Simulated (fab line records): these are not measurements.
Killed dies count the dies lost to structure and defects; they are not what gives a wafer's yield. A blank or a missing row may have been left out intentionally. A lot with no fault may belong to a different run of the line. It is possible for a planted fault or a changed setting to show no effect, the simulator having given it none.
Chamber matching	flow gf180mcu	GF_V4_CMP_04 on cmp-02 has 4 sister chambers
The step polishes SiO2. 8 wafers are shown with their chamber, then 7 later ones without.

## WAFERS WITH THEIR CHAMBER
wafer	chamber	motor_current_A (A)	time_to_endpoint_s (s)
L203.1	0	12.0	77
L211.2	1	11.0	81
L211.4	2	12.8	94
L216.1	2	13.4	81
L216.3	1	10.1	74
L216.6	0	11.3	79
L218.2	3	11.6	84
L218.5	3	11.3	93

## WAFERS WITHOUT THEIR CHAMBER
wafer	motor_current_A (A)	time_to_endpoint_s (s)
L218.6	11.5	75
L220.2	11.0	75
L220.3	10.7	77
L220.5	11.2	91
L222.1	13.1	88
L222.2	11.2	80
L222.5	13.5	89

## WHICH CHAMBER EACH ONE RAN IN
wafer	from the rows above	in truth
L218.6	can't be placed: 0 or 1 or 3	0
L220.2	can't be placed: 1 or 0 or 3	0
L220.3	can't be placed: 1 or 0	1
L220.5	can't be placed: 3 or 0 or 1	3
L222.1	2	2
L222.2	can't be placed: 0 or 1 or 3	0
L222.5	2	2
2 of 7 placed correctly. Not placeable from these rows: 5 (in 5, the candidates include the true chamber). Number placed wrongly: 0.
How it was worked out, from the rows above alone: a wafer's distance from a chamber is the root of the sum, over the readings, of the square of ((its reading less the chamber's mean) divided by the reading's scatter). If the next closest chamber is less than 2 further off than the closest, the wafer can't be placed; otherwise it belongs to the closest. Each chamber's mean is taken over the wafers shown for it. The scatter is the square root of a quotient: the sum, over the shown wafers, of each reading's squared deviation from its chamber's mean, divided by wafers minus chambers.
